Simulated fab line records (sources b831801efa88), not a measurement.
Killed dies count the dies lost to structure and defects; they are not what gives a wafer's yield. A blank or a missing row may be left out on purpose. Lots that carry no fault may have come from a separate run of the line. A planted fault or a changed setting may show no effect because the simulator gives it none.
Which tool did it? -- flow gf180mcu -- 24 lots, 72 wafers sampled, at 6 steps of a route of 602

== WHAT THE GAUGES SHOWED, per wafer ==
GF_STI_THK_MEAS_22. Usual: STI_OXIDATION_01_THK gives 14.95 nm (standard deviation 0.22).
lot,measured,on,STI_OXIDATION_01_THK (nm),flag
L074,day 2 04:13,film-metro-03,14.57 14.49 14.57,
L075,day 2 08:04,film-metro-01,15.32 15.04 15.28,
L076,day 2 13:52,film-metro-01,15.03 14.89 15.10,
L077,day 2 20:10,film-metro-01,15.00 14.95 14.90,
L078,day 3 01:05,film-metro-01,15.14 15.21 14.90,
L079,day 3 05:44,film-metro-01,14.40 14.65 14.49,
L080,day 3 10:43,film-metro-01,14.81 14.65 14.95,
L081,day 3 15:32,film-metro-03,14.78 14.81 14.97,
L082,day 3 21:09,film-metro-04,15.32 14.89 15.07,
L083,day 4 03:49,film-metro-03,14.72 14.90 14.95,
L084,day 4 06:26,film-metro-04,15.07 15.25 15.15,
L085,day 4 14:55,film-metro-01,14.86 15.27 14.76,
L086,day 4 17:31,film-metro-03,15.13 15.14 15.09,
L087,day 4 22:52,film-metro-01,15.14 14.96 14.90,
L088,day 5 06:50,film-metro-01,14.94 15.05 14.71,
L089,day 5 09:28,film-metro-04,15.00 14.82 14.80,
L090,day 5 14:09,film-metro-01,15.02 14.80 15.28,
L091,day 5 19:16,film-metro-04,14.94 14.91 15.14,
L092,day 6 02:34,film-metro-04,14.84 14.91 14.80,
L093,day 6 07:18,film-metro-03,15.15 15.04 15.25,
L094,day 6 11:07,film-metro-03,14.85 14.74 14.48,
L095,day 6 16:01,film-metro-01,15.18 15.02 15.15,
L096,day 6 21:18,film-metro-04,14.85 14.84 14.92,
L097,day 7 02:00,film-metro-04,14.94 15.12 14.97,

GF_MVPSD_OVL_MEAS_07. Usual: MVPSD_OVL gives 1.1 nm (standard deviation 1.3).
lot,measured,on,MVPSD_OVL (nm),flag
L074,day 5 05:30,overlay-02,0.6 3.5 1.6,
L075,day 5 09:09,overlay-02,1.1 1.7 1.4,
L076,day 5 16:33,overlay-01,1.7 1.5 0.8,
L077,day 5 22:30,overlay-01,1.5 2.1 1.5,
L078,day 6 05:23,overlay-01,-0.1 1.0 -1.1,
L079,day 6 10:00,overlay-02,1.4 1.6 -0.1,
L080,day 6 16:54,overlay-01,1.0 1.0 2.0,
L081,day 6 22:36,overlay-02,-0.4 0.0 0.1,
L082,day 7 06:27,overlay-02,2.5 1.1 1.1,
L083,day 7 12:20,overlay-02,-1.1 -0.3 1.0,
L084,day 7 14:40,overlay-01,3.8 3.0 1.5,
L085,day 8 01:51,overlay-02,1.1 0.2 1.3,
L086,day 8 04:28,overlay-01,0.5 0.4 2.3,
L087,day 8 11:27,overlay-02,-0.9 1.1 1.6,
L088,day 8 20:41,overlay-01,3.5 3.8 4.4,
L089,day 8 23:13,overlay-02,-0.1 2.3 -0.4,
L090,day 9 04:11,overlay-01,1.3 0.1 1.7,
L091,day 9 09:14,overlay-02,0.3 -2.2 0.2,
L092,day 9 18:59,overlay-01,2.5 1.9 2.4,
L093,day 9 23:10,overlay-02,1.1 -1.0 0.7,
L094,day 10 03:39,overlay-01,2.3 1.1 0.3,
L095,day 10 10:12,overlay-01,1.5 2.1 1.5,
L096,day 10 15:15,overlay-02,0.2 3.4 0.9,
L097,day 10 21:57,overlay-02,0.9 -0.3 -0.8,

GF_VT_IMPLANT_OVL_MEAS_07. Usual: VT_IMPLANT_OVL gives 0.3 nm (standard deviation 1.6).
lot,measured,on,VT_IMPLANT_OVL (nm),flag
L074,day 5 20:39,overlay-01,2.1 -0.1 3.2,
L075,day 6 00:45,overlay-02,-1.7 -1.3 -3.3,
L076,day 6 08:38,overlay-02,-0.3 -1.7 -1.5,
L077,day 6 14:28,overlay-01,1.6 -2.9 1.3,
L078,day 6 21:54,overlay-02,-0.3 -1.4 0.1,
L079,day 7 02:29,overlay-02,0.8 -1.9 -0.6,
L080,day 7 09:35,overlay-01,-0.4 -0.4 2.1,
L081,day 7 14:58,overlay-01,0.9 1.6 2.5,
L082,day 7 22:45,overlay-01,0.2 -0.5 -0.6,
L083,day 8 05:35,overlay-01,0.3 2.7 1.4,
L084,day 8 07:07,overlay-01,-1.2 -3.4 -0.6,
L085,day 8 18:32,overlay-02,1.4 1.3 0.7,
L086,day 8 21:58,overlay-01,0.9 2.1 2.0,
L087,day 9 05:04,overlay-01,-0.8 0.1 -1.5,
L088,day 9 13:58,overlay-01,-0.8 0.3 0.1,
L089,day 9 17:41,overlay-01,0.2 -1.0 0.6,
L090,day 9 22:19,overlay-01,2.6 0.5 0.3,
L091,day 10 03:58,overlay-01,2.8 2.9 2.7,
L092,day 10 13:55,overlay-02,2.2 2.0 -0.4,
L093,day 10 18:04,overlay-02,1.5 1.3 0.6,
L094,day 10 23:07,overlay-01,2.5 3.1 0.5,
L095,day 11 05:18,overlay-02,0.8 -2.3 -0.9,
L096,day 11 11:08,overlay-01,0.3 -0.6 0.4,
L097,day 11 17:40,overlay-02,-1.9 -0.1 -2.4,

GF_HV_LDD_CD_MEAS_46: the cd target is 400 nm. Usual: cd-nm 400.5 nm, standard deviation 1.5.
lot,measured,on,cd-nm (nm),flag
L074,day 13 02:26,cd-sem-02,401.9 404.7 400.1,
L075,day 13 06:36,cd-sem-01,401.8 400.8 401.8,
L076,day 13 15:15,cd-sem-01,401.0 402.1 402.3,
L077,day 13 23:57,cd-sem-01,398.5 399.4 399.2,
L078,day 14 05:20,cd-sem-01,403.0 400.8 400.7,
L079,day 14 15:51,cd-sem-02,402.9 400.5 401.3,
L080,day 14 22:36,cd-sem-02,398.4 399.6 398.2,
L081,day 15 04:19,cd-sem-01,398.8 401.2 400.7,
L082,day 15 15:02,cd-sem-02,399.9 397.8 400.1,
L083,day 15 23:27,cd-sem-02,399.4 398.7 400.4,
L084,day 16 02:51,cd-sem-01,396.4 400.1 399.2,
L085,day 16 19:44,cd-sem-02,400.5 400.2 399.8,
L086,day 17 00:35,cd-sem-02,401.7 402.9 402.0,
L087,day 17 07:38,cd-sem-01,402.6 401.2 399.3,
L088,day 17 16:07,cd-sem-01,399.8 402.4 401.4,
L089,day 18 02:24,cd-sem-01,401.0 401.4 401.1,
L090,day 18 09:17,cd-sem-01,401.4 401.8 403.6,
L091,day 18 15:23,cd-sem-01,400.8 401.1 399.0,
L092,day 19 02:41,cd-sem-02,399.5 400.0 401.2,
L093,day 19 09:45,cd-sem-01,399.2 402.9 401.1,
L094,day 19 14:05,cd-sem-02,402.3 403.1 400.6,
L095,day 19 22:02,cd-sem-01,400.7 399.6 398.5,
L096,day 20 05:36,cd-sem-02,398.0 399.4 397.6,
L097,day 20 15:30,cd-sem-01,400.4 397.6 400.4,

== WHAT TOOL EACH LOT RAN ON (gives the tool, then ch and the chambers of the sampled wafers, and finally the start) ==
lot,GF_DNWELL_STRIP_08,GF_NWELL_STRIP_10
L074,"plasma-asher-02 ch 0,1, day 2 19:53","plasma-asher-02 ch 0,1, day 3 09:34"
L075,"plasma-asher-03 ch 0,1, day 3 00:09","plasma-asher-02 ch 0,1, day 3 14:00"
L076,"plasma-asher-03 ch 0,1, day 3 06:42","plasma-asher-02 ch 0,1, day 3 20:45"
L077,"plasma-asher-02 ch 0,1, day 3 12:00","plasma-asher-02 ch 0,1, day 4 01:57"
L078,"plasma-asher-01 ch 0,1, day 3 18:06","plasma-asher-02 ch 0,1, day 4 08:23"
L079,"plasma-asher-03 ch 0,1, day 3 21:50","plasma-asher-04 ch 0,1, day 4 11:51"
L080,"plasma-asher-02 ch 0,1, day 4 03:36","plasma-asher-02 ch 0,1, day 4 18:19"
L081,"plasma-asher-02 ch 0,1, day 4 09:36","plasma-asher-03 ch 0,1, day 4 23:51"
L082,"plasma-asher-01 ch 0,1, day 4 15:00","plasma-asher-02 ch 0,1, day 5 06:14"
L083,"plasma-asher-02 ch 0,1, day 4 20:24","plasma-asher-02 ch 0,1, day 5 11:34"
L084,"plasma-asher-01 ch 0,1, day 4 23:52","plasma-asher-04 ch 0,1, day 5 14:30"
L085,"plasma-asher-03 ch 0,1, day 5 08:18","plasma-asher-02 ch 0,1, day 5 23:39"
L086,"plasma-asher-02 ch 0,1, day 5 10:59","plasma-asher-02 ch 0,1, day 6 02:51"
L087,"plasma-asher-03 ch 0,1, day 5 17:03","plasma-asher-02 ch 0, day 6 09:15"
L088,"plasma-asher-03 ch 0,1, day 6 01:41","plasma-asher-02 ch 0,1, day 6 17:53"
L089,"plasma-asher-03 ch 0,1, day 6 03:56","plasma-asher-03 ch 0,1, day 6 19:43"
L090,"plasma-asher-01 ch 0,1, day 6 08:32","plasma-asher-03 ch 0,1, day 7 00:33"
L091,"plasma-asher-03 ch 0,1, day 6 13:18","plasma-asher-03 ch 0,1, day 7 05:24"
L092,"plasma-asher-01 ch 0,1, day 6 21:09","plasma-asher-03 ch 0,1, day 7 13:58"
L093,"plasma-asher-03 ch 0,1, day 7 01:45","plasma-asher-04 ch 0, day 7 18:42"
L094,"plasma-asher-03 ch 0,1, day 7 05:00","plasma-asher-04 ch 0,1, day 7 21:50"
L095,"plasma-asher-01 ch 0,1, day 7 11:05","plasma-asher-02 ch 0,1, day 8 04:31"
L096,"plasma-asher-03 ch 0,1, day 7 15:38","plasma-asher-02 ch 0,1, day 8 09:38"
L097,"plasma-asher-01 ch 0,1, day 7 21:17","plasma-asher-02 ch 0,1, day 8 14:41"
- GF_DNWELL_STRIP_08: strips in O2/N2.
- GF_NWELL_STRIP_10: strips in O2/N2.

== AS READ BY THE TOOLS THEMSELVES (means over the sampled wafers that have a number; for cases with no such wafer, the mark the record gives instead) ==
GF_DNWELL_STRIP_08. Usual: chamber-pressure-mTorr 1500.0 mTorr, standard deviation 1.4; drypump-motor-current-A 5.8 A, standard deviation 0.41; heater-power-w 298 W, standard deviation 31; oes-product-au 0.723 a.u., standard deviation 0.0047; strip-time-to-endpoint-s 37.03 s, standard deviation 0.12.
lot,tool,chamber-pressure-mTorr (mTorr),drypump-motor-current-A (A),heater-power-w (W),oes-product-au (a.u.),strip-time-to-endpoint-s (s),flag
L074,plasma-asher-02,1498.8,6.4,333,0.725,36.91,
L075,plasma-asher-03,1498.7,5.7,289,0.729,37.06,
L076,plasma-asher-03,1500.8,5.9,290,0.725,37.05,
L077,plasma-asher-02,1498.0,6.4,340,0.723,37.05,
L078,plasma-asher-01,1500.8,5.3,300,0.722,37.05,
L079,plasma-asher-03,1500.2,5.7,292,0.720,37.23,
L080,plasma-asher-02,1500.3,6.4,336,0.728,36.88,
L081,plasma-asher-02,1500.8,6.2,307,0.726,37.02,
L082,plasma-asher-01,1498.8,5.4,284,0.727,37.09,
L083,plasma-asher-02,1500.4,6.4,338,0.717,36.81,
L084,plasma-asher-01,1500.7,5.4,280,0.722,37.08,
L085,plasma-asher-03,1501.9,5.7,290,0.722,37.16,
L086,plasma-asher-02,1500.2,6.4,337,0.724,37.22,
L087,plasma-asher-03,1501.3,5.7,288,0.722,37.27,
L088,plasma-asher-03,1500.5,5.7,286,0.719,37.18,
L089,plasma-asher-03,1499.4,5.8,290,0.726,36.90,
L090,plasma-asher-01,1498.9,5.5,282,0.723,36.92,
L091,plasma-asher-03,1501.2,5.9,291,0.721,36.95,
L092,plasma-asher-01,1500.0,5.3,296,0.725,37.12,
L093,plasma-asher-03,1500.4,5.7,292,0.720,37.09,
L094,plasma-asher-03,1500.0,5.9,293,0.718,37.05,
L095,plasma-asher-01,1500.9,5.4,280,0.721,36.94,
L096,plasma-asher-03,1501.1,5.9,295,0.720,36.94,
L097,plasma-asher-01,1499.4,5.3,296,0.718,36.93,

GF_NWELL_STRIP_10. Usual: chamber-pressure-mTorr 1500.2 mTorr, standard deviation 1.3; drypump-motor-current-A 6.1 A, standard deviation 0.37; heater-power-w 330 W, standard deviation 46; oes-product-au 0.722 a.u., standard deviation 0.004; strip-time-to-endpoint-s 37.04 s, standard deviation 0.11.
lot,tool,chamber-pressure-mTorr (mTorr),drypump-motor-current-A (A),heater-power-w (W),oes-product-au (a.u.),strip-time-to-endpoint-s (s),flag
L074,plasma-asher-02,1501.2,6.2,308,0.725,37.00,
L075,plasma-asher-02,1500.6,6.4,337,0.722,37.18,
L076,plasma-asher-02,1499.4,6.2,311,0.721,37.19,
L077,plasma-asher-02,1500.3,6.2,307,0.724,37.06,
L078,plasma-asher-02,1500.8,6.4,334,0.718,36.86,
L079,plasma-asher-04,1501.7,5.5,367,0.724,37.17,
L080,plasma-asher-02,1500.6,6.4,334,0.724,37.07,
L081,plasma-asher-03,1501.6,5.7,292,0.721,37.02,
L082,plasma-asher-02,1500.8,6.2,302,0.722,36.99,
L083,plasma-asher-02,1500.5,6.4,331,0.723,37.01,
L084,plasma-asher-04,1500.4,5.5,368,0.720,37.18,
L085,plasma-asher-02,1500.0,6.4,366,0.722,37.08,
L086,plasma-asher-02,1500.2,6.4,366,0.724,36.94,
L087,plasma-asher-02,1501.1,6.5,392,0.722,37.10,
L088,plasma-asher-02,1500.0,6.4,361,0.727,37.09,
L089,plasma-asher-03,1498.8,5.9,293,0.721,36.99,
L090,plasma-asher-03,1499.8,5.9,296,0.722,37.12,
L091,plasma-asher-03,1499.9,5.8,289,0.721,36.93,
L092,plasma-asher-03,1499.7,5.9,293,0.720,37.01,
L093,plasma-asher-04,1500.0,5.6,345,0.721,37.08,
L094,plasma-asher-04,1500.2,5.6,355,0.724,37.00,
L095,plasma-asher-02,1498.4,6.4,372,0.720,36.99,
L096,plasma-asher-02,1501.1,6.4,367,0.719,36.85,
L097,plasma-asher-02,1500.4,6.4,361,0.722,37.20,

== THE ANSWER, worked out from the rows above alone ==
Rule: a lot counts as off when the mean over its wafers that have a number is more than 3 standard deviations away from the usual mean. A lot without any number at a reading at which 4 lots or more have one is off too. Any other lot the step has rows for is counted as sound. The gauges are gone through in route order, then the tools' own readings, and for those a lot's mean is taken as printed above. At the first step where some lot is off, the reading lying furthest off is the one used; lots without a number count as furthest.
No lot is off on any of the readings shown, so nothing can be concluded from this.

== WHAT THE SIMULATOR PUT IN ==
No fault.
